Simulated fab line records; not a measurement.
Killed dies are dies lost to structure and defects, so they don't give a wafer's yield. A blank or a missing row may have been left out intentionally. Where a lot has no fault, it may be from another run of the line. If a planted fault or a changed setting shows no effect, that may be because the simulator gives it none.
A struck lot beside a sound one	flow sky130	14 steps out of a route of 708
Sound: the wafers L270.1, L270.4, L270.5. Struck: wafers L260.1, L260.2, L260.5. The cause is given at the end.
For every step that has rows: the tool of each side, followed by ch and its chambers, followed by its first start. Under that, the readings that differ: sound wafers	struck wafers	difference of the means	sigmas: that difference in standard deviations of wafers without a fault.
alike: a reading whose means differ by less than 2 such deviations, as well as words and numbers matching on both sides. not compared: withheld readings; readings where some wafer has no value; bounds like >300 that might hide an equal value; numbers whose values overlap and for which the record gives no deviation.
The two part at a step that has a row with sigmas, a row that says differs or no value, or rows on one side only. Numbers that don't overlap but have no deviation are shown without sigmas and don't part them. A reading that every wafer of one side lacks parts them only if that side has two wafers or more.

SKY_SD_N_RS_MEAS_18: uses a four-point probe to measure.
  sound on film metro-04 at day 32 14:43; struck on film metro-01 at day 30 09:53
  alike: RES_XHIGH_RS
then, 2 steps without rows for these wafers: SKY_SALICIDE_CLEAN_00 (cleans in HF-last, time 30 s); SKY_LI_CONTACT_HDPCVD_00 (deposits PSG, target thk 930 nm, time 155 s).
SKY_LI_CONTACT_THK_MEAS_01:
  sound on film metro-02 at day 32 14:57; struck on film metro-04 at day 30 10:08
  alike: LI_CONTACT_HDPCVD_THK
SKY_LI_CONTACT_CMP_02: polishes PSG.
  sound on cmp-02 ch 0,2,3, day 32 15:04; struck on cmp-02 ch 0,1,2, day 30 10:17
  alike: motor current A, time to endpoint s
SKY_LI_CONTACT_BOW_MEAS_03:
  sound on film metro-04 at day 32 15:19; struck on film metro-01 at day 30 10:31
  alike: LI_CONTACT_BOW
then, 6 steps without rows for these wafers: SKY_LI_CONTACT_DEHYDRATE_04 (time 60 s); SKY_LI_CONTACT_HMDS_05 (prime time 60 s); SKY_LI_CONTACT_COAT_06 (resist thk 60 nm); SKY_LI_CONTACT_COAT_07 (resist thk 450 nm); SKY_LI_CONTACT_SOFTBAKE_08 (time 90 s); SKY_LI_CONTACT_EXPOSE_09 (exposes mask LICM1, target cd 170 nm).
SKY_LI_CONTACT_PEB_10:
  sound on litho track-02 ch 0, day 33 17:00; struck on litho track-03, day 31 14:00
reading	sound	struck	difference	sigmas
exhaust pa (Pa)	45.9 45.5 46.9	- - -	no value on the struck wafers	
  not compared: chill plate temp C
then, 1 step without rows for these wafers: SKY_LI_CONTACT_DEVELOP_11 (develop time 60 s).

## WHERE THEY PART
SKY_LI_CONTACT_PEB_10 only, going by this record.

WHY: whatever the simulator had introduced
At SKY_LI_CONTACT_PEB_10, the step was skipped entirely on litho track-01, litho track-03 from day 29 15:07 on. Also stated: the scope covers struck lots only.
